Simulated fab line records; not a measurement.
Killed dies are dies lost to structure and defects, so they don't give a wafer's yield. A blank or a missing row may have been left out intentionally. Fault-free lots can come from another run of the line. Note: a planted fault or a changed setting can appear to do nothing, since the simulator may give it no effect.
The tool behind it: which one? -- flow sky130 -- route of 708 steps, sampled at 1 step: 6 lots, 18 wafers

== WHAT THE GAUGES SHOWED, per wafer ==
SKY_CONTACT_BOW_MEAS_05.
lot,measured,on,CONTACT_BOW (um)
L444,day 32 00:47,film metro-01,93 87 88
L446,day 32 09:01,film metro-04,80 72 84
L450,day 33 21:25,film metro-01,80 70 84
L460,day 36 22:37,film metro-04,72 79 68
L462,day 38 20:57,film metro-04,88 80 71
L461,day 39 01:04,film metro-04,93 86 79

== WHAT TOOL EACH LOT RAN ON (gives the tool, then ch and the chambers of the sampled wafers, and finally the start) ==
No process step before these readings appears in the record.

== THE ANSWER, worked out from the rows above alone ==
Rule: usual is defined by the lots themselves. The widest of any qualifying gaps counts: lots, ordered by their means at a reading, are off when they make up no more than a third of the lots, leave a main group of 4 or more, and stand apart from it by 3 or more times the standard deviation of that group's means. If all means in a main group match to the digits the tables above print for the reading, that group is not used. Also off: a lot with no number at a reading for which 4 or more lots have one. The other lots that the step has rows for count as sound.
No lot is off at any reading shown: from this, nothing can be told.

== WHAT WAS PUT IN BY THE SIMULATOR ==
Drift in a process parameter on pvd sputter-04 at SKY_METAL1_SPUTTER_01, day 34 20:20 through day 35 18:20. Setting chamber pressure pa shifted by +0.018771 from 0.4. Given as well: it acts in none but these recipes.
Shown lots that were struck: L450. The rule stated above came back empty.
